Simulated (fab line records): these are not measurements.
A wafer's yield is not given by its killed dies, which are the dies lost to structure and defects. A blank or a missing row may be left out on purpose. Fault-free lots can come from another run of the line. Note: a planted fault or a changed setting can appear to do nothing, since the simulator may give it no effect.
Which of the tools did it?	flow gf180mcu	Sampling: 7 lots, 21 wafers, 4 of 602 route steps

== WHAT THE GAUGES READ, wafer by wafer ==
GF_TOP_METAL_CD_MEAS_14 targets a cd of 440 nm.
lot	measured	on	cd-nm (nm)
L805	day 28 05:17	cd-sem-01	436.3 437.2 436.4
L810	day 30 03:00	cd-sem-01	440.4 438.7 438.1
L817	day 31 21:29	cd-sem-02	444.1 444.2 442.4
L819	day 32 15:16	cd-sem-02	445.8 440.8 443.6
L821	day 33 04:58	cd-sem-02	435.4 435.5 434.4
L824	day 33 12:14	cd-sem-01	440.9 441.6 442.9
L827	day 34 10:26	cd-sem-01	442.5 442.5 442.1

== WHICH TOOL RAN EACH LOT (tool, then ch and the chambers of the sampled wafers, then the start) ==
lot	GF_M4_STRIP_18	GF_V5_SPUTTER_21	GF_V5_SPUTTER_22
L805	wet-bench-01 ch 1, day 23 11:13	pvd-sputter-04, day 27 08:27	pvd-sputter-04, day 27 08:31
L810	wet-bench-01 ch 1, day 25 17:43	pvd-sputter-03, day 29 07:19	pvd-sputter-03, day 29 07:23
L817	wet-bench-03 ch 2, day 27 17:46	pvd-sputter-03, day 31 03:09	pvd-sputter-03, day 31 03:13
L819	wet-bench-04 ch 1, day 28 14:23	pvd-sputter-04, day 31 21:23	pvd-sputter-04, day 31 21:27
L821	wet-bench-01 ch 1, day 29 07:10	pvd-sputter-04, day 32 12:16	pvd-sputter-04, day 32 12:20
L824	wet-bench-01 ch 1, day 29 15:43	pvd-sputter-03, day 32 19:19	pvd-sputter-03, day 32 19:22
L827	wet-bench-03 ch 2, day 30 19:00	pvd-sputter-01, day 33 18:23	pvd-sputter-01, day 33 18:27
- GF_M4_STRIP_18: strips in post etch residue remover, time 1200 s.
- GF_V5_SPUTTER_21: material Ti, target thk 15 nm, time 80.02 s.
- GF_V5_SPUTTER_22: material TiN, target thk 10 nm, time 40 s.

== THE ANSWER, worked out from the rows above alone ==
Rule: the lots themselves supply what counts as usual. The widest of any qualifying gaps counts: lots, ordered by their means at a reading, are off when they make up no more than a third of the lots, leave a main group of 4 or more, and stand apart from it by 3 or more times the standard deviation of that group's means. A main group is skipped when, at the precision printed for the reading in the tables above, its means are all equal. A lot without any number at a reading at which 4 lots or more have one is off too. All remaining lots with rows at the step are treated as sound.
Across all readings shown, no lot is off: no conclusion can be drawn from this.

== WHAT THE SIMULATOR HAD PUT IN ==
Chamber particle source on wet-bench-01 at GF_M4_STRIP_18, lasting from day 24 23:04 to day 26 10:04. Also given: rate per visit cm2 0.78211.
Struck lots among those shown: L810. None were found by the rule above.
